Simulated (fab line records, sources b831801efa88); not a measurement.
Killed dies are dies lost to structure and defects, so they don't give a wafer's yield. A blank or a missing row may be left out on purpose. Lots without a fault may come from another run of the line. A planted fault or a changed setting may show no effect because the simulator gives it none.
Which tool did it? | flow sky130 | 14 lots, 42 wafers sampled, at 1 step of a route of 708

WHAT THE GAUGES READ, wafer by wafer
The record holds no reading of a measuring or inspecting step that can be judged against a usual standard deviation.

WHICH TOOL RAN EACH LOT (tool, then ch and the chambers of the sampled wafers, then the start)
lot  | SKY_LDD_N_IMPLANT_15
L278 | implanter-01 ch 0, day 17 19:48
L279 | implanter-01 ch 0, day 18 05:09
L280 | implanter-04 ch 0, day 18 14:52
L281 | implanter-04 ch 0, day 19 03:03
L284 | implanter-01 ch 0, day 20 01:33
L288 | implanter-01, day 21 19:10
L289 | implanter-03, day 22 02:55
L292 | implanter-01 ch 0, day 23 01:07
L293 | implanter-03 ch 0, day 24 01:04
L294 | implanter-04 ch 0, day 24 02:21
L295 | implanter-01 ch 0, day 24 09:04
L296 | implanter-01 ch 0, day 24 14:25
L298 | implanter-01 ch 0, day 25 06:58
L300 | implanter-04 ch 0, day 25 18:49
- SKY_LDD_N_IMPLANT_15

WHAT THE TOOLS THEMSELVES READ (means of the sampled wafers that have a number; where no wafer has one, the mark that the record gives instead)
SKY_LDD_N_IMPLANT_15.
lot  | tool         | beam_energy_keV | beam_on_s (s)
L278 | implanter-01 | 49.999          | 9.94
L279 | implanter-01 | 50.002          | 10.05
L280 | implanter-04 | 49.999          | 10.00
L281 | implanter-04 | 49.992          | 9.90
L284 | implanter-01 | 50.007          | 10.00
L288 | implanter-01 | -               | -
L289 | implanter-03 | -               | -
L292 | implanter-01 | 49.981          | 10.15
L293 | implanter-03 | 50.008          | 9.99
L294 | implanter-04 | 50.014          | 10.16
L295 | implanter-01 | 49.976          | 9.87
L296 | implanter-01 | 50.002          | 9.97
L298 | implanter-01 | 50.007          | 10.09
L300 | implanter-04 | 49.993          | 9.90

THE ANSWER, worked out from the rows above alone
Rule: what is usual is taken from the lots themselves. Put in order of their means at a reading, lots are off if they are a third of the lots or fewer, leave a main group of 4 or more, and stand apart from it by a gap of 3 or more times the standard deviation of the main group's means; of several such gaps the widest counts. A main group whose means are all the same, to the digits that the tables above print for the reading, isn't used. A lot without any number at a reading at which 4 lots or more have one is off too. The other lots that the step has rows for count as sound. The gauges are gone through in route order, then the tools' own readings, and for those a lot's mean is taken as printed above. The first step at which some lot is off is used, and at that step the reading that is off furthest; a lot without a number counts as furthest.
Off: L288, L289, at SKY_LDD_N_IMPLANT_15 (beam_energy_keV). Without a number there: L288, L289. The main group: mean 49.998, standard deviation 0.011.
A tool fits if, at that step or a process step before it, it ran every lot that is off, and no sound lot after the first of them. None of those tried fits.

WHAT THE SIMULATOR HAD PUT IN
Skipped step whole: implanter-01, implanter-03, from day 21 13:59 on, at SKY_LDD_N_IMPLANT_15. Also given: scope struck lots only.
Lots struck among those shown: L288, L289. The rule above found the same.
